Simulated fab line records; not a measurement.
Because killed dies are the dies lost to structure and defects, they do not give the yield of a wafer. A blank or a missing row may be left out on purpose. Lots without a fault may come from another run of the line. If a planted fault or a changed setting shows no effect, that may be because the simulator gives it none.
Chamber matching ; flow sky130 ; SKY_PASSIVATION_CVD_00 on pecvd-01: 3 sister chambers
The step deposits SiO2, target thk 90 nm. 3 wafers are shown with their chamber, then 10 later ones without.

## EACH WAFER AND ITS CHAMBER
wafer;chamber;heater-power-w (W)
L090.3;1;602
L090.4;2;612
L090.5;0;620

## WAFERS MISSING THEIR CHAMBER
wafer;heater-power-w (W)
L090.6;603
L094.3;569
L094.4;569
L094.6;540
L095.1;597
L095.2;549
L095.3;546
L095.4;559
L095.5;616
L095.6;536

## WHICH CHAMBER EACH WENT THROUGH
wafer;from the rows above;in truth
L090.6;can't be placed: 1 or 2 or 0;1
L094.3;can't be placed: 1 or 2 or 0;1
L094.4;can't be placed: 1 or 2 or 0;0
L094.6;can't be placed: 1 or 2 or 0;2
L095.1;can't be placed: 1 or 2 or 0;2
L095.2;can't be placed: 1 or 2 or 0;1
L095.3;can't be placed: 1 or 2 or 0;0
L095.4;can't be placed: 1 or 2 or 0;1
L095.5;can't be placed: 0 or 2 or 1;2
L095.6;can't be placed: 1 or 2 or 0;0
Correct placement for 0 of the 10. Not placeable from these rows: 10 (in 10, the candidates include the true chamber). Number placed wrongly: 0.
How it was worked out, from the rows above alone: a wafer's distance from a chamber is the root of the sum, over the readings, of the square of ((its reading less the chamber's mean) divided by the reading's scatter). If the next closest chamber is less than 2 further off than the closest, the wafer can't be placed; otherwise it belongs to the closest. For every chamber, the mean is computed from those of its wafers that are shown. The scatter: with one shown wafer a chamber, the root of the mean of the squares of how far each hidden wafer lies from its nearest shown one.
